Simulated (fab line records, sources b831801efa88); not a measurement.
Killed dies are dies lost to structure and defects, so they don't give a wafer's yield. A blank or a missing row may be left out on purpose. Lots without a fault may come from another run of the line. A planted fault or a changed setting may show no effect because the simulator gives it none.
A struck lot beside a sound one | flow sky130 | 14 steps out of a route of 708
Sound: wafers L356.1, L356.4, L356.6. Struck: wafers L374.2, L374.5, L374.6. The cause comes at the end.
At each step with rows: each side's tool, then ch and its chambers, then its first start. Under that, the readings that differ: sound wafers | struck wafers | difference of the means | sigmas: that difference in standard deviations of wafers without a fault.
alike: readings whose means differ by less than 2 such deviations, and words and numbers that are the same on both sides. not compared: withheld readings, readings that some wafer has no value for, bounds like >300 that may hide the same value, and numbers for which the record gives no deviation and whose values overlap.
The two part at a step that has a row with sigmas, a row that says differs or no value, or rows on one side only. Numbers that don't overlap but have no deviation are shown without sigmas and don't part them. A reading that every wafer of one side lacks parts them only if that side has two wafers or more.

first, 1 step without rows for these wafers: SKY_VIA4_DEVELOP_10 (develop time 60 s).
SKY_VIA4_OVL_MEAS_11:
  sound on overlay-01, day 44 18:56; struck on overlay-01, day 48 13:28
  alike: VIA4_OVL
SKY_VIA4_ETCH_12: etches SiO2 in C4F8/O2/Ar, stops on TiN, target depth 580 nm.
  sound on rie_diel-04 ch 0,2,3, day 44 18:58; struck on rie_diel-03 ch 2,3, day 48 13:30
  alike: bias_w, oes_product_au
SKY_VIA4_STRIP_13: strips in O2/N2.
  sound on plasma_asher-04 ch 0,1, day 44 19:03; struck on plasma_asher-01 ch 0,1, day 48 13:34
  reading                     | sound       | struck      | difference | sigmas
  drypump_motor_current_A (A) | 6.0 4.9 4.9 | 6.5 6.1 6.5 | +1.1       | +2
  alike: oes_product_au, strip_time_to_endpoint_s
  not compared: rf_hours_counter_h
then, 3 steps without rows for these wafers: SKY_VIA4_STRIP_14 (strips in post etch residue remover, time 1200 s); SKY_VIA4_CLEAN_15 (cleans in IPA, time 180 s); SKY_VIA4_CLEAN_16 (cleans in O3/DIW).
SKY_VIA4_SPUTTER_17: material TiN, target thk 20 nm, time 80 s.
  sound on pvd_sputter-02, day 44 19:40; struck on pvd_sputter-02, day 48 14:10
  alike: cathode_dc_power_W, chamber_pressure_pa, throttle_valve_pct
SKY_VIA4_CVD_18: deposits W, target thk 505 nm, time 152.14 s.
  sound on cvd_w-01 ch 0,1, day 44 19:44; struck on cvd_w-01 ch 0,1, day 48 14:13
  alike: heater_power_w
  not compared: since_wet_clean_h
SKY_VIA4_RS_MEAS_19: measures by four-point-probe.
  sound on film_metro-03, day 44 19:53; struck on film_metro-04, day 48 14:23
  alike: VIA4_W_RS
SKY_VIA4_THK_MEAS_20: measures by xrf.
  sound on film_metro-03, day 44 20:01; struck on film_metro-04, day 48 14:30
  alike: VIA4_W_THK
SKY_VIA4_CMP_21: polishes, stops on SiO2, t overpolish 25 s, target thk 0 nm.
  sound on cmp-02 ch 1,2, day 44 20:13; struck on cmp-02 ch 0,1,3, day 48 14:46
  alike: motor_current_A, overpolish_run_s, time_to_endpoint_s
SKY_METAL5_SPUTTER_00: material Ti, target thk 15 nm, time 10 s.
  sound on pvd_sputter-02, day 44 20:29; struck on pvd_sputter-01, day 48 14:55
  no value came back on the struck wafers for cathode_dc_power_W (W), chamber_pressure_pa (Pa), throttle_valve_pct (%); on the sound wafers cathode_dc_power_W (W) reads 3000.1 3000.0 2999.1
then, 1 step without rows for these wafers: SKY_METAL5_SPUTTER_01 (material TiN, target thk 20 nm, time 16.7 s).

WHERE THEY PART
First at SKY_VIA4_STRIP_13; last, within this record, at SKY_METAL5_SPUTTER_00.

WHY: what the simulator had put in
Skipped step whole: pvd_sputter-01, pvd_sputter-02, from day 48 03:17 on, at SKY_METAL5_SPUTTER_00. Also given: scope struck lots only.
